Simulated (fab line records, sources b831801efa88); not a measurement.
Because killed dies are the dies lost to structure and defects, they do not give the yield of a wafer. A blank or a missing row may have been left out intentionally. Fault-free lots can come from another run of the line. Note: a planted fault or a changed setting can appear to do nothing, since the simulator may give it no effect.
Struck lot and sound lot, side by side ; flow sky130 ; 36 out of 708 route steps
Sound: the wafers L468.1, L468.3, L468.6. Wafers struck: L474.1, L474.5, L474.6. At the end, the cause is stated.
For every step that has rows: the tool of each side, followed by ch and its chambers, followed by its first start. Under that, the readings that differ: sound wafers ; struck wafers ; difference of the means ; sigmas: that difference in standard deviations of wafers without a fault.
alike: a reading whose means differ by less than 2 such deviations, as well as words and numbers matching on both sides. not compared: withheld readings; readings where some wafer has no value; bounds like >300 that might hide an equal value; numbers whose values overlap and for which the record gives no deviation.
A row with sigmas, a row that says differs or no value, or rows on one side alone: a step with any of these is where the two part. Non-overlapping numbers with no deviation appear without sigmas and do not part them. A reading missing from all wafers of one side parts the sides only when that side holds two or more wafers.

first, 10 steps without rows for these wafers: SKY_VIA2_STRIP_17 (strips in post etch residue remover, time 1200 s); SKY_VIA2_CLEAN_18 (cleans in IPA, time 180 s); SKY_VIA2_CLEAN_19 (cleans in O3/DIW); SKY_VIA2_SPUTTER_20 (material TiN, target thk 20 nm, time 80 s); SKY_VIA2_CVD_21 (deposits W, target thk 420 nm, time 126.4 s); SKY_VIA2_CMP_24 (polishes, stops on SiO2, t overpolish 20 s, target thk 0 nm); SKY_METAL3_SPUTTER_00 (material Ti, target thk 15 nm, time 10 s); SKY_METAL3_SPUTTER_01 (material TiN, target thk 20 nm, time 16.7 s); SKY_METAL3_SPUTTER_02 (material AlCu, target thk 735 nm, time 39.1 s); SKY_METAL3_SPUTTER_03 (material Ti, target thk 5 nm, time 3.3 s).
SKY_METAL3_SPUTTER_04: material TiN, target thk 70 nm, time 58.3 s.
  sound on pvd sputter-01, day 39 04:40; struck on pvd sputter-01, day 41 03:55
  no value came back on the struck wafers for cathode dc power W (W), chamber pressure pa (Pa), throttle valve pct (%); on the sound wafers cathode dc power W (W) reads 6499.3 6499.4 6500.5
then, 23 steps without rows for these wafers: SKY_CAPM_CVD_00 (deposits SiO2, target thk 15.5 nm); SKY_CAPM_SPUTTER_02 (material TiN, target thk 200 nm, time 166.7 s); SKY_CAPM_DEHYDRATE_05 (time 60 s); SKY_CAPM_HMDS_06 (prime time 60 s); SKY_CAPM_COAT_07 (resist thk 1140 nm); SKY_CAPM_SOFTBAKE_08 (time 60 s); SKY_CAPM_EXPOSE_09 (exposes mask CAPM, target cd 1000 nm); SKY_CAPM_PEB_10; SKY_CAPM_DEVELOP_11 (develop time 60 s); SKY_CAPM_METAL_ETCH_13 (etches TiN in Cl2/BCl3, stops on SiO2, target depth 220 nm, time 62.9 s); SKY_CAPM_STRIP_14 (strips in O2/N2); SKY_CAPM_STRIP_15 (strips in post etch residue remover, time 1200 s); SKY_CAPM_CLEAN_16 (cleans in IPA, time 180 s); SKY_CAPM_CLEAN_17 (cleans in O3/DIW); SKY_METAL3_DEHYDRATE_05 (time 60 s); SKY_METAL3_HMDS_06 (prime time 60 s); SKY_METAL3_COAT_07 (resist thk 60 nm); SKY_METAL3_COAT_08 (resist thk 1140 nm); SKY_METAL3_SOFTBAKE_09 (time 90 s); SKY_METAL3_EXPOSE_10 (exposes mask MM3, target cd 300 nm); SKY_METAL3_PEB_11; SKY_METAL3_DEVELOP_12 (develop time 60 s); SKY_METAL3_DESCUM_15 (chemistry O2, time 8 s).
SKY_METAL3_METAL_ETCH_18: etches the open film in Cl2/BCl3, stops on SiO2, target depth 845 nm, time 183.1 s.
  sound on rie metal-04 ch 0, day 41 05:37; struck on rie metal-03 ch 0,1, day 43 02:44
reading;sound;struck;difference;sigmas
he backside leak sccm (sccm);2.88 3.21 3.02;3.47 3.47 3.44;+0.42;+2
oes product au (a.u.);0.864 0.875 0.875;0.826 0.821 0.832;-0.045;-8
  alike: bias w, drypump motor current A, throttle valve pct
  not compared: rf hours counter h
-- the record jumps here: 6 days lie between the struck wafers' starts before and after (it left off in module METAL3 and takes up again in module PAD_OPEN, whose first step shown is number 708 of the route) --
SKY_PAD_OPEN_PROBE_99:
  sound on prober-02, day 47 22:44; struck on prober-01, day 49 10:42
reading;sound;struck;difference;sigmas
model.etest.via3 chain.rc ohm;9.365 9.549 9.481;15.73 15.28 14.85;+5.82;
model.etest.cap mim.bv v (V);13.78 13.79 14.36;10.12 9.806 9.693;-4.10;
model.etest.cap mim.leak log10 a cm2;-8.934 -9.063 -8.998;-7.55 -7.52 -7.466;+1.49;
  alike: defect limited yield, killed_at_M0_to_M3, killed_at_M4_up, killed at contacts, killed at front end, killed at other, killed dies, killed open, killed short, sort_bin_3_pad_short, sort_bin_5_function, sort_bin_6_memory, sort n pass, sort yield pct

== WHERE THEY PART ==
Last at SKY_METAL3_METAL_ETCH_18 as far as this record goes, first at SKY_METAL3_SPUTTER_04. Later steps at which nothing parts them and some readings are alike: SKY_PAD_OPEN_PROBE_99.

WHY: what had been put in by the simulator
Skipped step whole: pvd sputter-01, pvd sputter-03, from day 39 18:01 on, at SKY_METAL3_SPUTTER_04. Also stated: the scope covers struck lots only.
